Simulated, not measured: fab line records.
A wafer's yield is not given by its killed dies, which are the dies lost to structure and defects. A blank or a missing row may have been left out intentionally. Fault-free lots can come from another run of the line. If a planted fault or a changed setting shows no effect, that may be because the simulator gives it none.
A struck lot beside a sound one | flow sky130 | 18 steps out of a route of 708
Sound: the wafers L436.3, L436.4, L436.6. The struck wafers were L445.2, L445.3, L445.6. At the end, the cause is stated.
Order at every step that has rows: each side's tool, ch and its chambers, its first start. Under that, the readings that differ: sound wafers | struck wafers | difference of the means | sigmas: that difference in standard deviations of wafers without a fault.
alike: readings whose means differ by less than 2 such deviations, and words and numbers that are the same on both sides. not compared: withheld readings, readings that some wafer has no value for, bounds like >300 that may hide the same value, and numbers for which the record gives no deviation and whose values overlap.
Wherever a step has rows on one side only, a row that says differs or no value, or a row with sigmas, the two part there. When numbers do not overlap yet have no deviation, they are printed without sigmas and do not part them. Lack of a reading on every wafer of one side parts them only where that side has two or more wafers.

first, 3 steps without rows for these wafers: SKY_SONOS_ONO_WET_ETCH_18 (etches Si3N4 in H3PO4, target depth 15 nm, time 172 s); SKY_GATE_OXIDE_CLEAN_00 (cleans in SC1/SC2, time 150 s); SKY_GATE_OXIDE_OXIDATION_01 (stabilise 600 s, purge 300 s, target thk 10.268 nm).
SKY_GATE_OXIDE_THK_MEAS_02:
  struck on film-metro-03, day 18 19:17; sound on film-metro-01, day 16 05:57
  alike: GATE_OXIDE_OXIDATION_00_THK
then, 7 steps without rows for these wafers: SKY_GATE_OXIDE_DEHYDRATE_03 (time 60 s); SKY_GATE_OXIDE_HMDS_04 (prime time 60 s); SKY_GATE_OXIDE_COAT_05 (resist thk 1140 nm); SKY_GATE_OXIDE_SOFTBAKE_06 (time 60 s); SKY_GATE_OXIDE_EXPOSE_07 (exposes mask LVOM, target cd 600 nm); SKY_GATE_OXIDE_PEB_08; SKY_GATE_OXIDE_DEVELOP_09 (develop time 60 s).
SKY_GATE_OXIDE_OVL_MEAS_10:
  struck on overlay-02, day 20 01:13; sound on overlay-01, day 17 09:00
  alike: GATE_OXIDE_OVL
SKY_GATE_OXIDE_IMPLANT_11:
  sound on implanter-01 ch 0, day 17 09:04; struck on implanter-01 ch 0, day 20 01:17
  reading            | sound                       | struck                          | difference  | sigmas
  dose-ions-cm2      | 2.6e+12 2.604e+12 2.599e+12 | 1.1321e+13 1.132e+13 1.1322e+13 | +8.7200e+12 | +99 or more
  faraday-current-uA | 14.4 14.7 14.4              | 64.7 64.4 61.3                  | +49.0       | +99 or more
then, 1 step without rows for these wafers: SKY_GATE_OXIDE_WET_ETCH_12 (etches SiO2 in dHF, target depth 16.8 nm, time 336 s).
SKY_GATE_OXIDE_STRIP_13: strips in O2/N2.
  sound on plasma-asher-02 ch 0,1, day 17 09:19; struck on plasma-asher-04 ch 0,1, day 20 01:31
  alike: drypump-motor-current-A, oes-product-au, strip-time-to-endpoint-s
  not compared: rf-hours-counter-h
SKY_GATE_OXIDE_TW_MEAS_14:
  struck on film-metro-04, day 20 01:37; sound on film-metro-01, day 17 09:23
  reading       | sound             | struck            | difference | sigmas
  GATE_OXIDE_TW | 223.0 223.9 223.7 | 343.8 344.8 347.7 | +121.9     | +81
then, 1 step without rows for these wafers: SKY_GATE_OXIDE_CLEAN_15 (cleans in SC1/SC2, time 150 s).
-- here the record skips 30 days between the struck wafers' starts before and after, leaving off in module GATE_OXIDE and picking up in module PAD_OPEN (first step shown: number 708 of the route) --
SKY_PAD_OPEN_PROBE_99:
  rows exist in the record for the struck wafers here (prober-01, day 50 09:44), but not for the sound ones

## WHERE THEY PART
At SKY_GATE_OXIDE_IMPLANT_11 first; at SKY_PAD_OPEN_PROBE_99 last (within this record only).

WHY: the cause the simulator had injected
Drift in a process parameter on implanter-01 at SKY_GATE_OXIDE_IMPLANT_11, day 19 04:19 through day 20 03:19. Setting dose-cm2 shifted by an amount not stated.
